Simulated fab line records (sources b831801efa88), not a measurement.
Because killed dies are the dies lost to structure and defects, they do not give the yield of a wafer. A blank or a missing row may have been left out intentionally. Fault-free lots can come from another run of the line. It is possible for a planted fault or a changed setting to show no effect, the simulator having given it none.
A struck lot beside a sound one | flow sky130 | 43 steps out of a route of 708
Sound: wafers L755.1, L755.2, L755.3. Struck: wafers L768.1, L768.5. (L768.4 of the same lot was not struck and is left out.) The cause comes at the end.
For every step that has rows: the tool of each side, followed by ch and its chambers, followed by its first start. Under that, the readings that differ: sound wafers | struck wafers | difference of the means | sigmas: that difference in standard deviations of wafers without a fault.
alike: a reading whose means differ by less than 2 such deviations, as well as words and numbers matching on both sides. not compared: withheld readings; readings where some wafer has no value; bounds like >300 that might hide an equal value; numbers whose values overlap and for which the record gives no deviation.
Wherever a step has rows on one side only, a row that says differs or no value, or a row with sigmas, the two part there. When numbers do not overlap yet have no deviation, they are printed without sigmas and do not part them. Lack of a reading on every wafer of one side parts them only where that side has two or more wafers.

SKY_SPACER_THK_MEAS_01:
  sound on film-metro-03, day 24 23:35; struck on film-metro-03, day 29 00:37
  alike: SPACER_CVD_00_THK
SKY_SPACER_ETCHBACK_02: etches Si3N4 in CH3F/O2, stops on SiO2, time 46.7 s, target depth 45 nm.
  sound on rie-diel-04 ch 0,2,3, day 24 23:38; struck on rie-diel-03 ch 2,3, day 29 00:40
  alike: drypump-motor-current-A, oes-product-au, rf-fwd-power-W, throttle-valve-pct
  not compared: rf-hours-counter-h
then, 8 steps without rows for these wafers: SKY_POLY_CUT_DEHYDRATE_00 (time 60 s); SKY_POLY_CUT_HMDS_01 (prime time 60 s); SKY_POLY_CUT_COAT_02 (resist thk 60 nm); SKY_POLY_CUT_COAT_03 (resist thk 450 nm); SKY_POLY_CUT_SOFTBAKE_04 (time 90 s); SKY_POLY_CUT_EXPOSE_05 (exposes mask NPCM, target cd 270 nm); SKY_POLY_CUT_PEB_06; SKY_POLY_CUT_DEVELOP_07 (develop time 60 s).
SKY_POLY_CUT_CD_MEAS_08: the cd target is 270 nm.
  sound on cd-sem-02, day 26 04:59; struck on cd-sem-01, day 30 04:18
  alike: cd-nm
SKY_POLY_CUT_OVL_MEAS_09:
  sound on overlay-01, day 26 05:06; struck on overlay-01, day 30 04:25
  alike: POLY_CUT_OVL
SKY_POLY_CUT_ETCH_10: etches BARC in N2/H2, stops on SiO2, time 45.9 s, target depth 60 nm.
  sound on rie-diel-01 ch 0,1,2, day 26 05:08; struck on rie-diel-01 ch 0, day 30 04:28
  alike: drypump-motor-current-A, oes-product-au, rf-fwd-power-W, throttle-valve-pct
  not compared: rf-hours-counter-h
SKY_POLY_CUT_ETCH_11: etches Si3N4 in CF4/CH2F2/Ar, stops on poly-Si, time 42.5 s, target depth 60 nm.
  sound on rie-diel-01 ch 0,1,2, day 26 05:11; struck on rie-diel-01 ch 0, day 30 04:30
  alike: drypump-motor-current-A, mfc-ar-sccm, oes-product-au, rf-fwd-power-W, throttle-valve-pct
  not compared: rf-hours-counter-h
SKY_POLY_CUT_STRIP_12: strips in O2/N2.
  sound on plasma-asher-04 ch 0,1, day 26 05:13; struck on plasma-asher-01 ch 0,1, day 30 04:36
  reading                      | sound             | struck      | difference | sigmas
  strip-time-to-endpoint-s (s) | 5.340 5.346 5.330 | 5.370 5.373 | +0.033     | +2
  alike: drypump-motor-current-A, oes-product-au
  not compared: rf-hours-counter-h
then, 7 steps without rows for these wafers: SKY_SD_P_DEHYDRATE_00 (time 60 s); SKY_SD_P_HMDS_01 (prime time 60 s); SKY_SD_P_COAT_02 (resist thk 1140 nm); SKY_SD_P_SOFTBAKE_03 (time 60 s); SKY_SD_P_EXPOSE_04 (exposes mask PSDM, target cd 380 nm); SKY_SD_P_PEB_05; SKY_SD_P_DEVELOP_06 (develop time 60 s).
SKY_SD_P_CD_MEAS_07: the cd target is 380 nm.
  sound on cd-sem-01, day 27 11:18; struck on cd-sem-01, day 31 08:21
  alike: cd-nm
SKY_SD_P_OVL_MEAS_08:
  sound on overlay-02, day 27 11:25; struck on overlay-02, day 31 08:28
  alike: SD_P_OVL
following that, these wafers have no rows for 1 step: SKY_SD_P_IMPLANT_09.
SKY_SD_P_STRIP_10: strips in O2/N2.
  sound on plasma-asher-02 ch 0,1, day 27 11:37; struck on plasma-asher-01 ch 0, day 31 08:40
  reading                     | sound       | struck  | difference | sigmas
  drypump-motor-current-A (A) | 5.4 5.5 5.4 | 6.4 6.4 | +1.0       | +2
  alike: oes-product-au, strip-time-to-endpoint-s
  not compared: rf-hours-counter-h
SKY_SD_P_TW_MEAS_11:
  sound on film-metro-01, day 27 11:43; struck on film-metro-03, day 31 08:46
  alike: SD_P_TW
then, 8 steps without rows for these wafers: SKY_RES_XHIGH_DEHYDRATE_00 (time 60 s); SKY_RES_XHIGH_HMDS_01 (prime time 60 s); SKY_RES_XHIGH_COAT_02 (resist thk 1140 nm); SKY_RES_XHIGH_SOFTBAKE_03 (time 60 s); SKY_RES_XHIGH_EXPOSE_04 (exposes mask URPM, target cd 1270 nm); SKY_RES_XHIGH_PEB_05; SKY_RES_XHIGH_DEVELOP_06 (develop time 60 s); SKY_RES_XHIGH_IMPLANT_07.
SKY_RES_XHIGH_STRIP_08: strips in O2/N2.
  sound on plasma-asher-04 ch 0,1, day 28 16:12; struck on plasma-asher-01 ch 0,1, day 32 11:39
  alike: drypump-motor-current-A, oes-product-au, strip-time-to-endpoint-s
  not compared: rf-hours-counter-h
SKY_RES_XHIGH_TW_MEAS_09:
  sound on film-metro-04, day 28 16:18; struck on film-metro-03, day 32 11:45
  alike: RES_XHIGH_TW
then, 5 steps without rows for these wafers: SKY_SD_N_DEHYDRATE_00 (time 60 s); SKY_SD_N_HMDS_01 (prime time 60 s); SKY_SD_N_COAT_02 (resist thk 1140 nm); SKY_SD_N_SOFTBAKE_03 (time 60 s); SKY_SD_N_EXPOSE_04 (exposes mask NSDM, target cd 380 nm).
-- a jump in the record: the struck wafers' starts before and after are 18 days apart (it breaks off in module SD_N and resumes in module PAD_OPEN, where the first step shown is number 708 of the route) --
SKY_PAD_OPEN_PROBE_99:
  sound on prober-01, day 47 07:10; struck on prober-02, day 50 01:05
  reading             | sound    | struck                                            | difference                   | sigmas
  hold                | - - -    | await-dispo/2.9h/release await-dispo/2.9h/release | no value on the sound wafers |
  killed-at-front-end | 16 12 13 | 50 53                                             | +38                          | +9
  killed-dies         | 90 75 75 | 125 119                                           | +42                          | +4
  killed-on-rim       | 25 21 15 | 32 31                                             | +11                          | +3
  alike: killed_at_M0_to_M3, killed_at_M4_up, killed-at-contacts, killed-at-other, killed-open, killed-short

WHERE THEY PART
At SKY_POLY_CUT_STRIP_12 first; at SKY_PAD_OPEN_PROBE_99 last (within this record only).

WHY: whatever the simulator had introduced
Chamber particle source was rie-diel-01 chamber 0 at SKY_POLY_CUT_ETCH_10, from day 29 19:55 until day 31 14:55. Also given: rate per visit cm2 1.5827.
